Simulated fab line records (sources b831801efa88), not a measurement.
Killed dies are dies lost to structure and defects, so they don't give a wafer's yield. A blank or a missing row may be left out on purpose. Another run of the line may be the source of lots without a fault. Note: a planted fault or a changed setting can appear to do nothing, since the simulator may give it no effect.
Which tool is to blame?    flow gf180mcu    21 wafers from 7 lots sampled at 2 of the route's 602 steps

== WHAT THE GAUGES SHOWED, per wafer ==
GF_VT_IMPLANT_OVL_MEAS_40.
lot   measured      on          VT_IMPLANT_03_OVL (nm)
L819  day 8 02:45   overlay-02  -2.3 -1.3 -3.1
L822  day 9 02:46   overlay-01  0.0 -1.9 -2.6
L824  day 9 12:08   overlay-01  2.8 0.0 1.7
L829  day 10 18:13  overlay-01  - - -
L835  day 12 10:27  overlay-02  -0.7 -0.2 -0.3
L838  day 13 12:04  overlay-01  2.6 1.7 2.5
L840  day 13 20:39  overlay-01  1.8 3.5 1.6

== WHICH TOOL RAN EACH LOT (tool, then ch and the chambers of the sampled wafers, then the start) ==
lot   GF_VT_IMPLANT_COAT_35
L819  litho_track-04 ch 0, day 7 19:09
L822  litho_track-04 ch 0, day 8 17:54
L824  litho_track-04 ch 0, day 9 03:24
L829  litho_track-03, day 10 08:53
L835  litho_track-02 ch 0, day 12 00:14
L838  litho_track-04 ch 0, day 13 02:28
L840  litho_track-04 ch 0, day 13 10:32
- GF_VT_IMPLANT_COAT_35: resist thk 1000 nm.

== THE ANSWER, worked out from the rows above alone ==
Rule: usual is defined by the lots themselves. Put in order of their means at a reading, lots are off if they are a third of the lots or fewer, leave a main group of 4 or more, and stand apart from it by a gap of 3 or more times the standard deviation of the main group's means; of several such gaps the widest counts. Not used: any main group whose means are identical at the precision the tables above print for the reading. A lot without any number at a reading at which 4 lots or more have one is off too. All remaining lots with rows at the step are treated as sound.
Off: L829, at GF_VT_IMPLANT_OVL_MEAS_40 (VT_IMPLANT_03_OVL). Without a number there: L829. For the main group the mean is 0.3 nm and the standard deviation 1.8.
A tool fits if, at a process step before that reading, it ran every lot that is off, and no sound lot after the first of them. The gauges at GF_VT_IMPLANT_OVL_MEAS_40 are tried like those tools. One fits: litho_track-03 at GF_VT_IMPLANT_COAT_35. It ran no sound lot before its first lot that is off in this sample, so the start can't be narrowed down.

== WHAT THE SIMULATOR HAD PUT IN ==
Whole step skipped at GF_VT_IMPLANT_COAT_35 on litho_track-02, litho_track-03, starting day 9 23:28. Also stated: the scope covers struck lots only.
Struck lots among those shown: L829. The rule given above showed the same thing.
